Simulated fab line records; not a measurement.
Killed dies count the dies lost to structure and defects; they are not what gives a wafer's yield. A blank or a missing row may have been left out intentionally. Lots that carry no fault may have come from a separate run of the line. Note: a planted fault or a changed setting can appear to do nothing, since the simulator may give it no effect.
Matching of chambers | flow gf180mcu | cmp-01 running GF_V1_CMP_26: 4 sister chambers
The step polishes, stops on SiO2, t overpolish 15 s, target thk 0 nm. 4 wafers are shown with their chamber, then 7 later ones without.

WAFERS, EACH WITH ITS CHAMBER
wafer  | chamber | motor current A (A)
L777.2 | 0       | 9.6
L777.5 | 3       | 11.3
L786.2 | 2       | 10.9
L786.3 | 1       | 12.0

WAFERS MISSING THEIR CHAMBER
wafer  | motor current A (A)
L786.6 | 12.0
L788.2 | 11.1
L788.3 | 11.6
L788.4 | 9.6
L789.4 | 11.8
L789.5 | 10.9
L789.6 | 9.4

THE CHAMBER EACH PASSED THROUGH
wafer  | from the rows above     | in truth
L786.6 | 1                       | 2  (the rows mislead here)
L788.2 | can't be placed: 2 or 3 | 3
L788.3 | can't be placed: 3 or 1 | 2
L788.4 | 0                       | 0
L789.4 | can't be placed: 1 or 3 | 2
L789.5 | 2                       | 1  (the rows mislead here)
L789.6 | 0                       | 0
Correctly placed: 2 of 7. Unplaceable from these rows: 3, with the true chamber sitting among the candidates in 1. 2 placed wrongly.
How it was worked out, from the rows above alone: a wafer's distance from a chamber is the root of the sum, over the readings, of the square of ((its reading less the chamber's mean) divided by the reading's scatter). If the next closest chamber is less than 2 further off than the closest, the wafer can't be placed; otherwise it belongs to the closest. The mean given for a chamber averages the wafers shown for that chamber. The scatter (one wafer shown for each chamber): square how far every hidden wafer sits from the nearest shown wafer, average those squares and take the square root.
